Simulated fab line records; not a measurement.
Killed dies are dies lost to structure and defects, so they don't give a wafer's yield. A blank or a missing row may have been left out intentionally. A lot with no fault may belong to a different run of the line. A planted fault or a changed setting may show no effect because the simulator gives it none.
One fault through the eyes of 2 desks | flow sky130 | each desk holds nothing but its own numbers, with what lay behind them at the end

THE METROLOGY DESK
What the gauges read for every lot (on any tool): the sampled wafers with a number, averaged. Marked OUT: a lot whose mean sits more than 4 standard deviations from the usual mean, which makes it out of limits; the brackets give that distance.
Columns: A = cdNm at SKY_LI_CONTACT_CD_MEAS_12, usual 169.8 nm; B = LI_CONTACT_W_RS at SKY_LI_CONTACT_RS_MEAS_22, usual 0.284 ohm/sq; C = LI_CONTACT_W_THK at SKY_LI_CONTACT_THK_MEAS_23, usual 393 nm; D = CONTACT_BOW at SKY_CONTACT_BOW_MEAS_05, usual 82 um
lot  | first seen here | A     | B     | C   | D
L966 | day 29 10:41    | 169.5 | 0.287 | 386 | 78
L967 | day 29 19:29    | 168.2 | 0.282 | 395 | 82
L968 | day 30 03:08    | 170.3 | 0.278 | 408 | 78
L969 | day 30 05:07    | 170.8 | 0.288 | 394 | 85
L972 | day 31 08:14    | 169.8 | 0.284 | 390 | 83
L973 | day 31 20:10    | 169.5 | 0.291 | 387 | 74
L976 | day 32 15:05    | 171.3 | 0.282 | 391 | 85
L977 | day 32 18:19    | 171.8 | 0.272 | 410 | 90
L982 | day 34 13:41    | 169.7 | 0.291 | 380 | 82
L987 | day 35 20:23    | 170.5 | 0.281 | 398 | 83
L988 | day 36 05:13    | 168.6 | 0.287 | 394 | 85
L989 | day 36 12:16    | 168.5 | 0.277 | 393 | 87
This desk found nothing out of limits on any of the 12 lots.

FOR THE TOOL OWNER'S DESK: cvdW-01
The tool's own readings at SKY_LI_CONTACT_CVD_21 (deposits W, target thk 400 nm, time 120.56 s): means of the sampled wafers that have a number, for each lot that ran on this tool. Marked OUT: a lot whose mean sits more than 4 standard deviations from the usual mean, which makes it out of limits; the brackets give that distance.
Columns: A = heaterPowerOuterW at SKY_LI_CONTACT_CVD_21, usual 501 W; B = heaterPowerW at SKY_LI_CONTACT_CVD_21, usual 850 W
lot  | first seen here | A   | B
L967 | day 29 20:13    | 490 | 838
L968 | day 30 03:54    | 489 | 832
L976 | day 32 15:48    | 494 | 835
L977 | day 32 19:02    | 493 | 843
L987 | day 35 21:07    | 504 | 859
L989 | day 36 12:59    | 485 | 815
This desk found nothing out of limits on any of the 6 lots.

ALL TOGETHER
The metrology desk saw nothing out of limits.
The desk of the tool owner found nothing out of limits.

WHAT THE SIMULATOR HAD INSERTED
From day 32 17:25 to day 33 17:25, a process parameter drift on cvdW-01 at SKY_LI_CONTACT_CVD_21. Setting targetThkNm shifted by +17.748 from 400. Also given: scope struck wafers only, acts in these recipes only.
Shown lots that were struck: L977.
